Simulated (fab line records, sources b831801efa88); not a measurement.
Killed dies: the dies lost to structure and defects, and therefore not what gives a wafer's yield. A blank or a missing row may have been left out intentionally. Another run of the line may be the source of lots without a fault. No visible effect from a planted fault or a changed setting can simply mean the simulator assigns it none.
fab line records ; flow sky130
record lots=6; wafers=18; last-day=50
route steps=708 shown VIA1@460
lots that met no fault: taken from a fault-free run of the same line
start-h: hours from the record's opening day to when the first of the lot's shown wafers began ; wait-h: hours from the lot's prior step to this one ; " identical to the entry in the row above ; L1.1+2: one row covering several wafers at once ; - no value, or no start was given ; * or withheld: withheld ; < > ~ a bound
route shown NAME@n: names a module that has steps shown in the file, with the first one's number in the route ; usual: mean/standard deviation of fault-free wafers ; same: alike in all rows ; chamber/n: place in a boat ; sites: the reading at each site ; _std_site: how widely they spread, as a standard deviation ; _edge_site: the outer-site mean with the inner-site mean subtracted ; radius-mm: for every site, how far away it sits from the centre of the wafer ; mask NAME#n: copy n ; behind: the tool/chamber that last shaped the wafer ; hold: why the lot was held/for how many hours/how that ended ; device: transistor that didn't switch, given as n, p or np ; end of line: the same wafers' tests at the end of the route ; where a step has no rows: the recipe by itself ; killed: the dies lost at the first sort to structure and to defects; this is not the yield of the wafer ; map: a wafer's dies, x killed, . not, _ none there
set.NAME: setting as actually run; set.NAME@STEP: the setting as run at that earlier step ; model.NAME: the simulator's own value behind a step, which no gauge read
lots seen at some steps along the route; tables by step, rows by wafer
services: when a tool's chamber went out of use (start-h, in hours from the record's first day, below 0 if earlier), for how many hours, and the reason
## steps
# step SKY_VIA1_CMP_02
# recipe material=SiO2; down-force-psi=4; platen-rpm=60; pad-velocity-m-s=0.94248
# usual motor-current-A=11.7/0.9; retaining-ring-pressure-frac=1.000/0.0049
lot.wafer;tool;chamber;start-h;wait-h;motor-current-A;retaining-ring-pressure-frac
L164.4;cmp-01;3;761.04;0.0;10.6;0.995
L164.3;cmp-01;1;761.04;0.0;13.4;1.000
L164.2;cmp-01;2;761.04;0.0;11.2;1.007
L168.2;cmp-01;0;805.77;0.2;12.1;0.993
L168.6;cmp-01;1;805.77;0.2;12.9;0.999
L168.5;cmp-01;2;805.77;0.2;11.4;0.996
L175.2;cmp-02;0;847.24;0.1;10.3;1.002
L175.1;cmp-02;1;847.24;0.1;12.3;0.994
L175.6;cmp-02;3;847.24;0.1;12.7;0.998
L177.3;cmp-02;1;858.30;0.1;11.1;1.000
L177.4;cmp-02;3;858.30;0.1;13.0;0.991
L177.6;cmp-02;1;858.30;0.1;11.2;1.001
L184.2;cmp-01;3;913.97;0.2;10.8;1.001
L184.3;cmp-01;0;913.97;0.2;11.9;1.002
L184.4;cmp-01;1;913.97;0.2;13.1;1.008
L186.1;cmp-01;1;925.09;0.1;13.0;1.003
L186.4;cmp-01;2;925.09;0.1;11.4;1.011
L186.5;cmp-01;1;925.09;0.1;13.3;1.000
# step SKY_VIA1_BOW_MEAS_03
# recipe mode=bow
# usual VIA1_BOW=79/7.3
lot.wafer;tool;chamber;start-h;wait-h;VIA1_BOW[um]
L164.2;film-metro-04;-;761.36;0.1;82
L164.3;film-metro-04;-;761.36;0.1;85
L164.4;film-metro-04;-;761.36;0.1;74
L168.2;film-metro-04;-;805.94;0.1;75
L168.5;film-metro-04;-;805.94;0.1;73
L168.6;film-metro-04;-;805.94;0.1;79
L175.1;film-metro-02;-;847.44;0.1;89
L175.2;film-metro-02;-;847.44;0.1;78
L175.6;film-metro-02;-;847.44;0.1;85
L177.3;film-metro-03;-;858.59;0.2;75
L177.4;film-metro-03;-;858.59;0.2;86
L177.6;film-metro-03;-;858.59;0.2;78
L184.2;film-metro-04;-;914.29;0.3;67
L184.3;film-metro-04;-;914.29;0.3;71
L184.4;film-metro-04;-;914.29;0.3;88
L186.1;film-metro-04;-;925.34;0.2;81
L186.4;film-metro-04;-;925.34;0.2;75
L186.5;film-metro-04;-;925.34;0.2;81
# step SKY_VIA1_DEHYDRATE_04
# recipe temp-c=200; time-s=60
# step SKY_VIA1_HMDS_05
# recipe prime-time-s=60; prime-temp-c=120
# step SKY_VIA1_COAT_06
# recipe resist=BARC; temp-c=withheld; time-s=withheld; spin-rpm=3000; resist-thk-nm=60
# step SKY_VIA1_COAT_07
# recipe resist=KrF-thick; spin-rpm=3000; resist-thk-nm=450
# step SKY_VIA1_SOFTBAKE_08
# recipe temp-c=100; time-s=90; resist=KrF-thick
# step SKY_VIA1_EXPOSE_09
# recipe mask-id=VIM; na=0.8; source-shape=annular; sigma-inner=0.55; sigma-outer=0.85; target-cd-nm=150; dose-mj=38
# step SKY_VIA1_PEB_10
# recipe peb-temp-c=withheld; peb-time-s=withheld; resist=KrF-thick
# step SKY_VIA1_DEVELOP_11
# recipe develop-time-s=60; resist=KrF-thick; dev-temp-c=21
# step SKY_VIA1_CD_MEAS_12
# recipe target-cd-nm=150
# usual cd-nm=149.5/1.7
lot.wafer;tool;chamber;start-h;wait-h;cd-nm
L164.2;cd-sem-01;-;788.43;-;148.8
L164.3;cd-sem-01;-;788.43;-;147.4
L164.4;cd-sem-01;-;788.43;-;147.9
L168.2;cd-sem-02;-;832.30;-;149.7
L168.5;cd-sem-02;-;832.30;-;150.7
L168.6;cd-sem-02;-;832.30;-;150.5
L175.1;cd-sem-01;-;874.08;-;150.9
L175.2;cd-sem-01;-;874.08;-;148.0
L175.6;cd-sem-01;-;874.08;-;149.4
L177.3;cd-sem-01;-;884.27;-;148.5
L177.4;cd-sem-01;-;884.27;-;149.1
L177.6;cd-sem-01;-;884.27;-;149.6
L184.2;cd-sem-01;-;939.70;-;151.6
L184.3;cd-sem-01;-;939.70;-;150.5
L184.4;cd-sem-01;-;939.70;-;151.3
L186.1;cd-sem-02;-;950.47;-;152.2
L186.4;cd-sem-02;-;950.47;-;151.7
L186.5;cd-sem-02;-;950.47;-;152.6
# step SKY_VIA1_OVL_MEAS_13
# usual VIA1_OVL=3/5.7
lot.wafer;tool;chamber;start-h;wait-h;VIA1_OVL[nm]
L164.2;overlay-02;-;788.54;0.1;-2
L164.3;overlay-02;-;788.54;0.1;4
L164.4;overlay-02;-;788.54;0.1;-3
L168.2;overlay-01;-;832.41;0.1;-4
L168.5;overlay-01;-;832.41;0.1;4
L168.6;overlay-01;-;832.41;0.1;-1
L175.1;overlay-01;-;874.20;0.1;3
L175.2;overlay-01;-;874.20;0.1;4
L175.6;overlay-01;-;874.20;0.1;1
L177.3;overlay-02;-;884.36;0.1;-3
L177.4;overlay-02;-;884.36;0.1;3
L177.6;overlay-02;-;884.36;0.1;-4
L184.2;overlay-01;-;939.81;0.1;2
L184.3;overlay-01;-;939.81;0.1;-1
L184.4;overlay-01;-;939.81;0.1;-9
L186.1;overlay-02;-;950.59;0.1;7
L186.4;overlay-02;-;950.59;0.1;2
L186.5;overlay-02;-;950.59;0.1;4
# step SKY_VIA1_ETCH_14
# recipe chemistry=N2/H2; target=BARC; ion-energy-ev=200; source-w=500; bias-w=100; pressure-mtorr=30; n2-flow-sccm=100; h2-flow-sccm=200; stop-on=SiO2; time-s=45.9; target-depth-a=600
# usual drypump-motor-current-A=5.7/0.43; oes-product-au=0.854/0.0046; run-length-s=74.3/0.48; throttle-valve-pct=13.225/0.0083
lot.wafer;tool;chamber;start-h;wait-h;drypump-motor-current-A;oes-product-au;rf-hours-counter-h;run-length-s;throttle-valve-pct;model.KrF-thick_of_VIA1_COAT_07.thk-nm;model.etch.depth-nm;model.VIA1.cd-nm
L164.2;rie-diel-02;1;788.57;0.0;6.0;0.853;2;73.9;13.221;391.1;59.94;149
L164.3;rie-diel-02;0;788.57;0.0;6.0;0.854;35;75.3;13.224;392.5;59.9;146.8
L164.4;rie-diel-02;3;788.57;0.0;5.6;0.856;3;73.7;13.230;392.7;60.22;147.9
L168.2;rie-diel-02;3;832.44;0.0;5.6;0.856;4;73.7;13.220;390.8;60.13;149
L168.5;rie-diel-02;2;832.44;0.0;5.8;0.854;-;75.0;13.220;391.9;60.15;152.1
L168.6;rie-diel-02;3;832.44;0.0;5.6;0.850;-;73.8;13.220;391;60.23;149.4
L175.1;rie-diel-04;0;874.23;0.0;5.3;0.856;4;74.0;13.227;390.5;60.19;151.1
L175.2;rie-diel-04;1;874.23;0.0;4.9;0.847;12;74.8;13.235;391;60.01;147.7
L175.6;rie-diel-04;3;874.23;0.0;5.1;0.857;-;74.9;13.241;392.2;60.14;149.2
L177.3;rie-diel-02;0;884.39;0.0;5.9;0.851;2;75.4;13.225;392.5;60.08;148.1
L177.4;rie-diel-02;1;884.39;0.0;6.0;0.853;4;73.8;13.222;391.9;60.13;149.4
L177.6;rie-diel-02;2;884.39;0.0;5.9;0.860;-;75.2;13.235;392.7;60.15;150.8
L184.2;rie-diel-02;3;939.84;0.0;5.6;0.989;7;60.4;13.239;405.6;53.91;148.5
L184.3;rie-diel-02;2;939.84;0.0;5.9;0.851;21;74.7;13.218;393.3;59.71;152.2
L184.4;rie-diel-02;0;939.84;0.0;6.0;0.983;-;60.7;13.249;405.4;52.85;148.1
L186.1;rie-diel-02;3;950.62;0.0;5.6;0.990;8;60.3;13.235;406.2;53.56;148.6
L186.4;rie-diel-02;0;950.62;0.0;6.0;0.980;4;60.8;13.250;406.7;52.98;147.9
L186.5;rie-diel-02;0;950.62;0.0;5.9;0.857;-;75.1;13.226;394.4;60;151.7
# step SKY_VIA1_ETCH_15
# recipe target=SiO2; chemistry=C4F8/O2/Ar; target-depth-nm=351; stop-on=TiN; mask-material=KrF-thick; source-w=1500; bias-w=1200; pressure-mtorr=40; c4f8-flow-sccm=withheld; O2_flow_sccm=6; Ar_flow_sccm=300; time-s=54
# usual oes-product-au=0.982/0.0063; run-length-s=82.3/0.46
# same time-s=54
lot.wafer;tool;chamber;start-h;wait-h;oes-product-au;rf-hours-counter-h;run-length-s;model.KrF-thick_of_VIA1_COAT_07.thk-nm
L164.2;rie-diel-02;1;788.61;0.0;0.990;2;82.5;321
L164.3;rie-diel-02;0;788.61;0.0;0.990;35;82.7;321.8
L164.4;rie-diel-02;3;788.61;0.0;0.989;3;82.0;321.6
L168.2;rie-diel-02;3;832.48;0.0;0.982;4;82.3;321.2
L168.5;rie-diel-02;2;832.48;0.0;0.979;-;82.5;322.8
L168.6;rie-diel-02;3;832.48;0.0;0.977;-;82.4;321.4
L175.1;rie-diel-04;0;874.28;0.0;0.981;4;81.8;321.6
L175.2;rie-diel-04;1;874.28;0.0;0.988;12;82.9;319
L175.6;rie-diel-04;3;874.28;0.0;0.975;-;82.5;322.5
L177.3;rie-diel-02;0;884.43;0.0;0.980;2;82.9;322.9
L177.4;rie-diel-02;1;884.43;0.0;0.975;4;81.7;321.4
L177.6;rie-diel-02;2;884.43;0.0;0.978;-;82.7;323.6
L184.2;rie-diel-02;3;939.88;0.0;0.376;7;81.8;336
L184.3;rie-diel-02;2;939.88;0.0;0.986;21;82.7;324.7
L184.4;rie-diel-02;0;939.88;0.0;0.374;-;83.5;336.3
L186.1;rie-diel-02;3;950.66;0.0;0.376;8;81.9;336.1
L186.4;rie-diel-02;0;950.66;0.0;0.376;4;83.4;338.3
L186.5;rie-diel-02;0;950.66;0.0;0.980;-;82.7;325.8
# step SKY_VIA1_STRIP_16
# recipe chemistry=O2/N2; power-w=1400; pressure-mtorr=1500; platen-temp-c=withheld; o2-flow-sccm=3000; n2-flow-sccm=300; overash-fraction=0.5
# usual drypump-motor-current-A=5.71/0.26; oes-product-au=0.416/0.0041; strip-time-to-endpoint-s=4.462/0.024
lot.wafer;tool;chamber;start-h;wait-h;drypump-motor-current-A;oes-product-au;rf-hours-counter-h;strip-time-to-endpoint-s
L164.2;plasma-asher-02;0;788.66;0.0;5.36;0.413;99;4.452
L164.3;plasma-asher-02;0;788.66;0.0;5.36;0.417;-;4.455
L164.4;plasma-asher-02;1;788.66;0.0;5.75;0.422;-;4.453
L168.2;plasma-asher-02;0;832.52;0.0;5.36;0.409;103;4.446
L168.5;plasma-asher-02;0;832.52;0.0;5.37;0.417;-;4.480
L168.6;plasma-asher-02;1;832.52;0.0;5.72;0.419;-;4.448
L175.1;plasma-asher-04;1;874.32;0.0;5.68;0.421;73;4.464
L175.2;plasma-asher-04;0;874.32;0.0;6.07;0.413;73;4.423
L175.6;plasma-asher-04;0;874.32;0.0;6.07;0.418;-;4.468
L177.3;plasma-asher-04;0;884.51;0.1;6.11;0.416;-;4.457
L177.4;plasma-asher-04;1;884.51;0.1;5.74;0.416;-;4.444
L177.6;plasma-asher-04;1;884.51;0.1;5.70;0.416;-;4.471
L184.2;plasma-asher-04;0;939.93;0.0;6.11;0.427;80;4.575
L184.3;plasma-asher-04;1;939.93;0.0;5.70;0.416;-;4.481
L184.4;plasma-asher-04;0;939.93;0.0;6.09;0.422;-;4.594
L186.1;plasma-asher-02;0;950.71;0.0;5.39;0.423;115;4.600
L186.4;plasma-asher-02;1;950.71;0.0;5.71;0.422;-;4.630
L186.5;plasma-asher-02;0;950.71;0.0;5.38;0.412;-;4.497
# step SKY_VIA1_STRIP_17
# recipe chemistry=post-etch-residue-remover; time-s=1200; temp-c=72.5
## services
tool;chamber;start-h;hours;kind
cmp-01;-;744.22;4.0;pm
cmp-01;-;748.22;-;consumable-replace:conditioner
cmp-01;-;748.22;-;consumable-replace:pad
rie-diel-04;-;762.73;2.8;pm
rie-diel-02;-;795.97;15.6;pm
cmp-01;-;801.17;1.3;repair
rie-diel-02;0;811.57;-;clean
rie-diel-02;0;811.57;17.7;scheduled-down
rie-diel-02;0;811.57;17.7;vent-cycle
rie-diel-02;1;826.03;12.6;repair
cmp-02;-;859.24;5.6;pm
cmp-02;-;877.88;1.7;repair
cmp-01;-;878.99;0.6;repair
cmp-02;-;883.69;5.8;pm
cmp-02;-;912.27;4.0;pm
cmp-02;-;916.27;-;consumable-replace:conditioner
cmp-02;-;916.27;-;consumable-replace:pad
rie-diel-02;0;917.57;8.9;repair
rie-diel-02;1;918.77;6.3;repair
rie-diel-02;1;938.60;4.0;repair
## key
first-sign step=SKY_VIA1_ETCH_14; reading=run-length-s; direction=down; sigmas=29; usual=*; struck=*
effect step=SKY_VIA1_ETCH_14; reading=oes-product-au; direction=up; sigmas=29; usual=0.854; struck=0.985
effect step=SKY_VIA1_ETCH_15; reading=oes-product-au; direction=down; sigmas=96; usual=0.982; struck=0.375
effect step=SKY_VIA1_STRIP_16; reading=strip-time-to-endpoint-s; direction=up; sigmas=5.7; usual=*; struck=*
model-effect step=SKY_VIA1_ETCH_14; value=KrF-thick_of_VIA1_COAT_07.thk-nm; without=393.1; struck=406
model-effect step=SKY_VIA1_ETCH_15; value=KrF-thick_of_VIA1_COAT_07.thk-nm; without=323.8; struck=336.7
met-at SKY_VIA1_ETCH_14
struck-wafers L184.2,L184.4,L186.1,L186.4
later-rows-left-out L184.2,L184.4,L186.1,L186.4
sort-left-out L184.2,L184.4,L186.1,L186.4
onset-between 884.39 939.84
fault kind=process-parameter-drift; tool=rie-diel-02; chamber=-; onset-h=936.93; steps=SKY_VIA1_ETCH_14; channel=time-s; offset=*; shape=step; end-h=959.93; scope=struck-wafers-only; acts-in=*; stated=*
# sort-left-out: the simulated sort isn't trusted on such a fault, so these wafers' sort isn't shown, and their yield isn't known
# later-rows-left-out: the simulator's readings of these wafers behind a module that went badly wrong aren't trusted and aren't shown, but for the sort
